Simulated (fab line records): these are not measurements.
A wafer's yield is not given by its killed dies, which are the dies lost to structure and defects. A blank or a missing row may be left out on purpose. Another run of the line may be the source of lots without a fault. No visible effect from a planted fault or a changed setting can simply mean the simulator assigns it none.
One fault seen from 2 desks | flow gf180mcu | numbers are kept per desk, each desk with only its own; the story behind them comes last

## FOR THE TOOL OWNER'S DESK: implanter-02
GF_HV_LDD_IMPLANT_48, tool's own readings: per-lot mean of the sampled wafers with a number, covering each lot this tool ran. Marked OUT: a lot whose mean sits more than 4 standard deviations from the usual mean, which makes it out of limits; the brackets give that distance.
Columns: A = dose ions cm2 at GF_HV_LDD_IMPLANT_48, usual 3e+13
lot  | first seen here | A
L386 | day 12 13:36    | 3e+13
L388 | day 13 09:34    | 3e+13
L389 | day 13 19:38    | 3e+13
L396 | day 16 02:29    | 3e+13
L397 | day 16 10:05    | 3e+13
L402 | day 17 23:47    | 3e+13 (+15) OUT
L403 | day 18 07:38    | 3e+13 (+15) OUT
Finding of this desk: L402, L403 out of limits; the first was L402 at day 17 23:47, on dose ions cm2 at GF_HV_LDD_IMPLANT_48. L386, L388, L389, L396, L397: within limits.

## FROM THE METROLOGY DESK
What the gauges read, lot by lot, whatever tool the lot ran on: means of the sampled wafers that have a number. Marked OUT: a lot whose mean sits more than 4 standard deviations from the usual mean, which makes it out of limits; the brackets give that distance.
Columns: A = cd nm at GF_HV_LDD_CD_MEAS_19, usual 400.4 nm; B = NSD_TW at GF_NSD_TW_MEAS_12, usual 4219
lot  | first seen here | A     | B
L385 | day 10 18:26    | 403.1 | 4189
L386 | day 10 23:04    | 398.1 | 4260
L387 | day 11 10:26    | 399.5 | 4217
L388 | day 11 17:46    | 398.1 | 4213
L389 | day 12 02:12    | 400.1 | 4214
L392 | day 12 23:48    | 399.1 | 4209
L396 | day 14 06:07    | 396.4 | 4226
L397 | day 14 13:29    | 400.1 | 4176
L402 | day 16 01:49    | 401.8 | 4181
L403 | day 16 08:19    | 400.0 | 4260
L404 | day 16 17:46    | 402.4 | 4259
L405 | day 17 01:10    | 401.1 | 4244
L407 | day 17 19:55    | 399.6 | 4194
L408 | day 18 00:44    | 396.4 | 4243
Result from this desk: across the 14 lots, nothing is out of limits.

## ALL TOGETHER
At day 17 23:47, on L402, L403, the tool owner's desk was in a position to raise an alarm.
At the metrology desk, nothing out of limits was observed.
The metrology desk holds a record of L402, L403, inside its limits.
Of the lots named, all ran GF_HV_LDD_IMPLANT_48 on implanter-02.

## WHAT THE SIMULATOR HAD PUT IN
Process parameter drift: implanter-02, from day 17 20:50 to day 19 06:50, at GF_HV_LDD_IMPLANT_48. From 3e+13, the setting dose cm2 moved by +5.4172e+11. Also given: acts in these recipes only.
Lots struck among those shown: L402, L403.
Delay in hours, fault start to first out-of-limits reading, by desk: the tool owner's desk at 3.
